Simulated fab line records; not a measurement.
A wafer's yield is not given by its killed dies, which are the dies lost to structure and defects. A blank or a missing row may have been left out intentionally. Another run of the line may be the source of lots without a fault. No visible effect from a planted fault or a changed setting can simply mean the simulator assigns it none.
Code-filled problem report in 8D (eight disciplines) form || flow gf180mcu || the parts of the form that need people (team, actions taken, sign-off) are left out

## 1. THE PROBLEM
Wafers without a fault read 0.722 a.u. with a standard deviation of 0.0045, while oesProductAu at GF_MVSD_STRIP_10 averages 0.944 a.u. across 3 wafers of 1 lot. That puts it +49 standard deviations away from the usual mean.
The step: strips in O2/N2.
The first sign was on wafer L384.2 at day 8 01:18, on plasmaAsher-02. The record has a number at this step for 39 wafers belonging to 13 lots. Rule for "out" (also "out of limits"): further than 4 standard deviations from the usual mean. Any other wafer with a number is counted as sound.

## 2. WHAT IT IS, AND WHAT IT ISN'T
{"question": "which readings at this step", "is": "oesProductAu", "is not": "drypumpMotorCurrentA, heaterPowerW, platenTempC"}
{"question": "which lots", "is": "L384", "is not": "L371, L372, L375, L376, L378, L379, L383, L385, L388, L390, L392, L393"}
{"question": "which wafers of those lots", "is": "all that have a number", "is not": "-"}
{"question": "read on which tools", "is": "plasmaAsher-02", "is not": "plasmaAsher-03, plasmaAsher-04"}
{"question": "when", "is": "from day 8 01:18", "is not": "up to then (21 sound wafers); but 15 sound wafers of L385, L388, L390, L392, L393 came after"}

## 3. SUSPECTS, AND WHAT RULES EACH OUT
Counting: any tool at a process step up to the reading is kept as a suspect provided that every lot that is out went through it and no sound lot did after the first of them.
- plasmaAsher-02 at GF_MVSD_STRIP_10 (strips in O2/N2): kept. It ran the lot that is out, L384 (day 8 01:18), and no sound lot after that; its last sound lot up to then is L383 (day 7 21:15). Its own oesProductAu readings are out on those wafers.
The count leaves plasmaAsher-02 at GF_MVSD_STRIP_10.

## 4. THE CAUSE (what the simulator had put in)
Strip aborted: plasmaAsher-02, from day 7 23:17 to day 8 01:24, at GF_MVSD_STRIP_10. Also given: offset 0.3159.
Only this tool survived the counting.

## 5. THE EFFECT CHAIN, in route order
Each row: a reading where the mean over the struck wafers with a number is more than 3 standard deviations away from the usual. Only readings whose record carries a usual standard deviation are examined. hours: median over the lots of the time between each lot's start at the first step of this table that gives one and its start at this step. sigmas: the change, counted in usual standard deviations.
{"hours": 0, "step": "GF_MVSD_STRIP_10", "reading": "oesProductAu", "usual": "0.722 a.u.", "on struck wafers": 0.944, "change": "+0.222", "sigmas": "+49"}
It contains these process steps:
- GF_MVSD_STRIP_10: strips in O2/N2.
Readings that are blank on the struck wafers while sound wafers have them: stripTimeToEndpointS at GF_MVSD_STRIP_10.
At these later measuring or inspecting steps, every struck wafer for which the step has a row has a number for every such reading, and none has moved that far: GF_VT_IMPLANT_OVL_MEAS_29.

## 6. HOW IT WOULD HAVE BEEN CAUGHT EARLIER
The fault began at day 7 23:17; the first out-of-limits reading in this record came at day 8 01:18, 2 hours later.
